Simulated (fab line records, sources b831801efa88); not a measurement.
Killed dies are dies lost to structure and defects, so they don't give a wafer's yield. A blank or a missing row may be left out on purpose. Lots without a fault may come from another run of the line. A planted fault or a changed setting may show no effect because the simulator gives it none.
fab line records | flow gf180mcu
record lots=5 wafers=15 last_day=33
route steps=602 shown V4@483
lots that met no fault: from a run of the same line without faults
start_h: hours from the record's first day to the start of the lot's first wafer shown | wait_h: hours since the lot's step before | " the same as in the row above | L1.1+2: a row that stands for several wafers | - no value, or no start given | * or withheld: withheld | < > ~ a bound
route shown NAME@n: a module of which the file shows steps, and the number in the route of the first | usual: mean/standard deviation of fault-free wafers | same: alike in all rows | chamber/n: place in a boat | sites: the reading at each site | _std_site: their standard deviation | _edge_site: outer sites' mean less inner sites' | radius_mm: how far each site lies from the wafer's centre | mask NAME#n: copy n | behind: the tool/chamber that last shaped the wafer | hold: why the lot was held/for how many hours/how that ended | device: the transistor (n, p or np) that didn't switch | end of line: the same wafers' tests at the end of the route | a step without rows: its recipe alone | killed: dies lost to structure and defects at the first sort, not the wafer's yield | map: a wafer's dies, x killed, . not, _ none there
set.NAME: the setting as run; set.NAME@STEP: as run at that earlier step | model.NAME: the simulator's own value behind a step, which no gauge read
lots at some steps of the route; a table a step, a row a wafer
services: from which hour (start_h, from the record's first day; less than 0 if before it) a tool's chamber was out of use, for how many hours, and why
## steps
# step GF_V4_HMDS_07
# recipe prime_time_s=60 prime_temp_c=120
# usual resist_line_temp_C=23.00/0.1
# columns lot.wafer tool chamber start_h wait_h resist_line_temp_C
L075.1 litho_track-04 0 562.94 0.1 22.97
L075.2 " 0 " " 23.04
L075.6 " 0 " " 23.00
L081.2 litho_track-01 0 603.65 0.1 23.14
L081.3 " 0 " " 23.00
L081.5 " 0 " " 23.03
L091.1 litho_track-01 0 682.57 0.1 23.03
L091.2 " 0 " " 23.16
L091.3 " 0 " " 22.84
L093.1 litho_track-02 0 696.84 0.1 22.97
L093.2 " 0 " " 23.16
L093.5 " 0 " " 22.95
L094.1 litho_track-04 0 703.74 0.1 22.96
L094.2 " 0 " " 22.96
L094.5 " 0 " " 23.01
# step GF_V4_COAT_08
# recipe resist=BARC temp_c=withheld time_s=withheld spin_rpm=withheld resist_thk_nm=withheld
# usual resist_line_temp_C=*
# columns lot.wafer tool chamber start_h wait_h resist_line_temp_C
L075.1 litho_track-04 0 563.09 0.1 *
L075.2 " 0 " " *
L075.6 " 0 " " *
L081.2 litho_track-01 0 603.80 0.1 *
L081.3 " 0 " " *
L081.5 " 0 " " *
L091.1 litho_track-01 0 682.72 0.1 *
L091.2 " 0 " " *
L091.3 " 0 " " *
L093.1 litho_track-02 0 696.99 0.1 *
L093.2 " 0 " " *
L093.5 " 0 " " *
L094.1 litho_track-04 0 703.89 0.1 *
L094.2 " 0 " " *
L094.5 " 0 " " *
# step GF_V4_COAT_09
# recipe resist=KrF spin_rpm=withheld resist_thk_nm=1000
# usual resist_line_temp_C=22.97/0.1
# columns lot.wafer tool chamber start_h wait_h resist_line_temp_C
L075.1 litho_track-04 0 - - 22.96
L075.2 " 0 " " 22.89
L075.6 " 0 " " 23.01
L081.2 litho_track-01 0 - - 22.87
L081.3 " 0 " " 22.99
L081.5 " 0 " " 22.97
L091.1 litho_track-01 0 - - 22.75
L091.2 " 0 " " 22.88
L091.3 " 0 " " 22.85
L093.1 litho_track-02 0 - - 23.19
L093.2 " 0 " " 23.24
L093.5 " 0 " " 23.05
L094.1 litho_track-04 0 - - 23.02
L094.2 " 0 " " 22.96
L094.5 " 0 " " 22.96
# step GF_V4_SOFTBAKE_10
# recipe temp_c=130 time_s=60 resist=KrF
# usual resist_line_temp_C=23.01/0.1
# columns lot.wafer tool chamber start_h wait_h resist_line_temp_C
L075.1 litho_track-04 0 - - 22.87
L075.2 " 0 " " 23.03
L075.6 " 0 " " 22.93
L081.2 litho_track-01 0 - - 23.07
L081.3 " 0 " " 23.09
L081.5 " 0 " " 23.01
L091.1 litho_track-01 0 - - 22.94
L091.2 " 0 " " 23.03
L091.3 " 0 " " 23.14
L093.1 litho_track-02 0 - - 23.09
L093.2 " 0 " " 23.02
L093.5 " 0 " " 23.21
L094.1 litho_track-04 0 - - 23.09
L094.2 " 0 " " 22.99
L094.5 " 0 " " 23.06
# step GF_V4_EXPOSE_11
# recipe mask_id=Via4 target_cd_nm=260 na=0.68 source_shape=conventional sigma_outer=0.6 dose_mj=37.73
# usual exposure_dose_mJ_cm2=37.99/0.037
# columns lot.wafer tool chamber start_h wait_h mask exposure_dose_mJ_cm2
L075.1 krf_scanner-01 0 - - Via4#0 37.99
L075.2 " 0 " " Via4#0 37.95
L075.6 " 0 " " Via4#0 37.93
L081.2 krf_scanner-02 0 - - Via4#0 37.98
L081.3 " 0 " " Via4#0 37.92
L081.5 " 0 " " Via4#0 37.95
L091.1 krf_scanner-01 0 - - Via4#0 37.95
L091.2 " 0 " " Via4#0 37.96
L091.3 " 0 " " Via4#0 38.02
L093.1 krf_scanner-02 0 - - Via4#0 37.99
L093.2 " 0 " " Via4#0 38.00
L093.5 " 0 " " Via4#0 37.99
L094.1 krf_scanner-01 0 - - Via4#0 38.02
L094.2 " 0 " " Via4#0 37.96
L094.5 " 0 " " Via4#0 37.99
# step GF_V4_PEB_12
# recipe peb_temp_c=135 peb_time_s=90 resist=KrF
# usual resist_line_temp_C=23.00/0.096
# columns lot.wafer tool chamber start_h wait_h resist_line_temp_C
L075.1 litho_track-02 0 - - 22.96
L075.2 " 0 " " 22.96
L075.6 " 0 " " 23.00
L081.2 litho_track-01 0 - - 23.04
L081.3 " 0 " " 22.93
L081.5 " 0 " " 22.90
L091.1 litho_track-02 0 - - 22.83
L091.2 " 0 " " 22.93
L091.3 " 0 " " 23.03
L093.1 litho_track-04 0 - - 23.04
L093.2 " 0 " " 23.13
L093.5 " 0 " " 22.99
L094.1 litho_track-04 0 - - 23.07
L094.2 " 0 " " 22.98
L094.5 " 0 " " 22.92
# step GF_V4_DEVELOP_13
# recipe develop_time_s=60 resist=KrF dev_temp_c=21
# usual resist_line_temp_C=23.00/0.1
# columns lot.wafer tool chamber start_h wait_h resist_line_temp_C
L075.1 litho_track-02 0 574.60 0.2 23.02
L075.2 " 0 " " 23.02
L075.6 " 0 " " 23.06
L081.2 litho_track-01 0 613.90 0.2 22.88
L081.3 " 0 " " 22.96
L081.5 " 0 " " 22.95
L091.1 litho_track-02 0 692.69 0.2 22.94
L091.2 " 0 " " 23.00
L091.3 " 0 " " 22.97
L093.1 litho_track-04 0 706.19 0.2 23.11
L093.2 " 0 " " 22.98
L093.5 " 0 " " 23.02
L094.1 litho_track-04 0 712.84 0.2 22.68
L094.2 " 0 " " 22.84
L094.5 " 0 " " 22.95
# step GF_V4_CD_MEAS_14
# recipe target_cd_nm=260
# usual cd_nm=259.6/1
# columns lot.wafer tool chamber start_h wait_h cd_nm
L075.1 cd_sem-02 - 574.75 0.1 258.5
L075.2 " - " " 258.9
L075.6 " - " " 258.3
L081.2 cd_sem-01 - 614.04 0.1 260.0
L081.3 " - " " 260.7
L081.5 " - " " 260.6
L091.1 cd_sem-01 - 692.84 0.1 258.7
L091.2 " - " " 260.2
L091.3 " - " " 259.3
L093.1 cd_sem-02 - 706.34 0.1 258.9
L093.2 " - " " 258.0
L093.5 " - " " 259.6
L094.1 cd_sem-02 - 712.99 0.1 262.1
L094.2 " - " " 261.2
L094.5 " - " " 262.0
# step GF_V4_OVL_MEAS_15
# usual V4_OVL=-4/5.6
# columns lot.wafer tool chamber start_h wait_h V4_OVL[nm]
L075.1 overlay-02 - 574.87 0.1 -16
L075.2 " - " " -10
L075.6 " - " " -16
L081.2 overlay-01 - 614.15 0.1 -2
L081.3 " - " " -3
L081.5 " - " " 7
L091.1 overlay-01 - 692.96 0.1 -8
L091.2 " - " " -3
L091.3 " - " " -7
L093.1 overlay-02 - 706.46 0.1 -3
L093.2 " - " " -6
L093.5 " - " " -7
L094.1 overlay-01 - 713.11 0.1 -2
L094.2 " - " " -8
L094.5 " - " " -10
# step GF_V4_ETCH_16
# recipe chemistry=N2/H2 target_depth_a=withheld overetch_a=withheld time_s=withheld target=BARC ion_energy_ev=200 source_w=500 bias_w=100 pressure_mtorr=30 n2_flow_sccm=100 h2_flow_sccm=200
# usual drypump_motor_current_A=5.7/0.48 oes_product_au=0.856/0.0048 rf_fwd_power_W=495.0/1.9 throttle_valve_pct=13.225/0.0091
# columns lot.wafer tool chamber start_h wait_h drypump_motor_current_A oes_product_au rf_fwd_power_W throttle_valve_pct
L075.1 rie_diel-04 2 574.90 0.0 5.2 0.850 494.9 13.214
L075.2 " 3 " " 5.1 0.855 495.5 13.219
L075.6 " 1 " " 6.3 0.856 494.9 13.222
L081.2 rie_diel-02 3 614.18 0.0 6.1 0.856 497.6 13.209
L081.3 " 2 " " 6.0 0.857 492.9 13.211
L081.5 " 3 " " 6.0 0.855 497.4 13.209
L091.1 rie_diel-04 0 693.00 0.0 5.1 0.861 497.0 13.234
L091.2 " 3 " " 5.2 0.859 496.5 13.212
L091.3 " 1 " " 6.3 0.851 498.2 13.233
L093.1 rie_diel-01 0 706.49 0.0 5.6 0.863 496.5 13.221
L093.2 " 2 " " 5.9 0.856 494.3 13.222
L093.5 " 2 " " 5.9 0.857 494.9 13.224
L094.1 rie_diel-04 1 713.14 0.0 6.3 0.854 497.1 13.213
L094.2 " 2 " " 5.2 0.852 492.3 13.242
L094.5 " 3 " " 5.2 0.852 496.6 13.224
# step GF_V4_ETCH_17
# recipe chemistry=C4F8/O2/Ar mask_material=KrF target=SiO2 stop_on=TiN source_w=1500 bias_w=1200 pressure_mtorr=40 c4f8_flow_sccm=withheld O2_flow_sccm=6 Ar_flow_sccm=300 time_s=withheld target_depth_a=6300
# usual oes_product_au=0.856/0.0044 rf_fwd_power_W=1492/4.3
# columns lot.wafer tool chamber start_h wait_h oes_product_au rf_fwd_power_W
L075.1 rie_diel-04 2 - - 0.850 1487
L075.2 " 3 " " 0.853 1501
L075.6 " 1 " " 0.860 1485
L081.2 rie_diel-02 3 - - 0.852 1486
L081.3 " 2 " " 0.860 1496
L081.5 " 3 " " 0.853 1491
L091.1 rie_diel-04 0 - - 0.852 1487
L091.2 " 3 " " 0.853 1493
L091.3 " 1 " " 0.858 1496
L093.1 rie_diel-01 0 - - 0.854 1491
L093.2 " 2 " " 0.845 1498
L093.5 " 2 " " 0.849 1492
L094.1 rie_diel-04 1 - - 0.865 1495
L094.2 " 2 " " 0.855 1496
L094.5 " 3 " " 0.856 1492
# step GF_V4_STRIP_18
# recipe chemistry=O2/N2 power_w=1400 pressure_mtorr=1500 platen_temp_c=250 o2_flow_sccm=3000 n2_flow_sccm=300 overash_fraction=0.5
# usual drypump_motor_current_A=5.4/0.39 heater_power_w=368/39 oes_product_au=0.593/0.0051
# columns lot.wafer tool chamber start_h wait_h drypump_motor_current_A heater_power_w oes_product_au rf_hours_counter_h
L075.1 plasma_asher-03 0 575.03 - 4.7 434 0.599 50
L075.2 " 1 " " 5.7 323 0.587 50
L075.6 " 1 " " 5.7 325 0.589 -
L081.2 plasma_asher-02 0 614.31 - 5.2 379 0.593 82
L081.3 " 0 " " 5.2 379 0.597 -
L081.5 " 0 " " 5.3 378 0.605 -
L091.1 plasma_asher-03 0 693.13 - 4.7 426 0.598 63
L091.2 " 1 " " 5.7 322 0.590 63
L091.3 " 1 " " 5.7 322 0.586 -
L093.1 plasma_asher-03 1 706.62 - 5.7 312 0.588 65
L093.2 " 0 " " 4.7 426 0.590 65
L093.5 " 1 " " 5.7 322 0.603 -
L094.1 plasma_asher-02 0 713.27 - 5.3 392 0.595 93
L094.2 " 1 " " 5.6 355 0.600 93
L094.5 " 1 " " 5.6 373 0.593 -
# step GF_V4_STRIP_19
# recipe chemistry=post_etch_residue_remover time_s=1200 temp_c=72.5
# columns lot.wafer tool chamber start_h wait_h
L075.1+2+6 wet_bench-01 2 575.13 0.1
L081.2+3+5 wet_bench-01 0 614.41 0.1
L091.1+2+3 wet_bench-01 2 693.23 0.1
L093.1+2+5 wet_bench-01 3 706.72 0.1
L094.1+2+5 wet_bench-01 3 713.37 0.1
# step GF_V4_CLEAN_20
# recipe chemistry=DIW dry=n2_spin
# columns lot.wafer tool chamber start_h wait_h
L075.1+2+6 wet_bench-03 1 575.47 0.0
L081.2+3+5 wet_bench-03 3 614.78 0.0
L091.1+2+3 wet_bench-04 1 693.57 0.0
L093.1+2+5 wet_bench-03 0 707.06 0.0
L094.1+2+5 wet_bench-04 3 713.71 0.0
# step GF_V4_SPUTTER_21
# recipe material=Ti target_thk_nm=15 chamber_pressure_pa=5 power_w=2500 substrate_temp_c=200 time_s=80.02
# usual cathode_dc_power_W=2500.0/0.48 throttle_valve_pct=29.9/0.78
# columns lot.wafer tool chamber start_h wait_h cathode_dc_power_W throttle_valve_pct
L075.1 pvd_sputter-03 - 575.67 0.0 2499.7 30.1
L075.2 " - " " 2499.9 29.6
L075.6 " - " " 2499.1 30.1
L081.2 pvd_sputter-03 - 614.87 0.0 2499.6 30.0
L081.3 " - " " 2499.4 29.9
L081.5 " - " " 2499.4 29.5
L091.1 pvd_sputter-03 - 693.66 0.0 2499.1 30.0
L091.2 " - " " 2499.3 29.7
L091.3 " - " " 2500.3 30.2
L093.1 pvd_sputter-03 - 707.16 0.0 2499.7 30.1
L093.2 " - " " 2499.8 29.2
L093.5 " - " " 2499.5 29.2
L094.1 pvd_sputter-02 - 713.81 0.0 2500.6 30.6
L094.2 " - " " 2499.3 32.7
L094.5 " - " " 2500.2 32.6
# step GF_V4_SPUTTER_22
# recipe material=TiN target_thk_nm=10 chamber_pressure_pa=5 power_w=4000 time_s=40
# usual cathode_dc_power_W=4000.0/0.72 throttle_valve_pct=29.9/0.77
# columns lot.wafer tool chamber start_h wait_h cathode_dc_power_W throttle_valve_pct
L075.1 pvd_sputter-03 - 575.73 0.0 3999.4 29.9
L075.2 " - " " 4000.3 29.6
L075.6 " - " " 3999.9 30.0
L081.2 pvd_sputter-03 - 614.94 0.0 4000.5 30.3
L081.3 " - " " 4000.5 30.0
L081.5 " - " " 4000.8 29.4
L091.1 pvd_sputter-03 - 693.72 0.0 3999.8 30.0
L091.2 " - " " 4000.3 29.6
L091.3 " - " " 3999.6 29.7
L093.1 pvd_sputter-03 - 707.23 0.0 3998.4 29.9
L093.2 " - " " 3999.4 29.1
L093.5 " - " " 4001.5 29.2
L094.1 pvd_sputter-02 - 713.87 0.0 4000.7 30.1
L094.2 " - " " 4000.1 32.7
L094.5 " - " " 4001.1 32.6
## services
# columns tool chamber start_h hours kind
krf_scanner-01 - 539.37 0.8 pm
pvd_sputter-03 - 541.97 1.4 repair
plasma_asher-03 - 551.83 2.2 repair
krf_scanner-02 - 552.76 0.3 repair
krf_scanner-01 - 553.83 1.0 pm
rie_diel-01 1 557.90 7.4 repair
rie_diel-01 - 558.01 0.7 repair
pvd_sputter-03 - 560.40 1.4 repair
krf_scanner-02 - 563.88 0.8 pm
krf_scanner-01 - 566.22 1.3 pm
pvd_sputter-02 - 568.85 2.3 repair
plasma_asher-02 - 572.16 14.6 pm
rie_diel-04 3 576.60 38.2 repair
krf_scanner-02 - 579.51 1.9 repair
krf_scanner-02 - 598.82 1.0 pm
plasma_asher-03 - 600.71 1.3 repair
rie_diel-04 1 603.61 5.2 repair
krf_scanner-01 - 609.40 3.6 pm
rie_diel-04 2 613.78 9.9 repair
krf_scanner-02 - 641.49 1.3 pm
rie_diel-01 - 651.25 2.3 repair
rie_diel-02 0 655.72 4.3 repair
krf_scanner-01 - 698.70 2.1 repair
krf_scanner-01 - 708.22 0.8 pm
## key
fault none
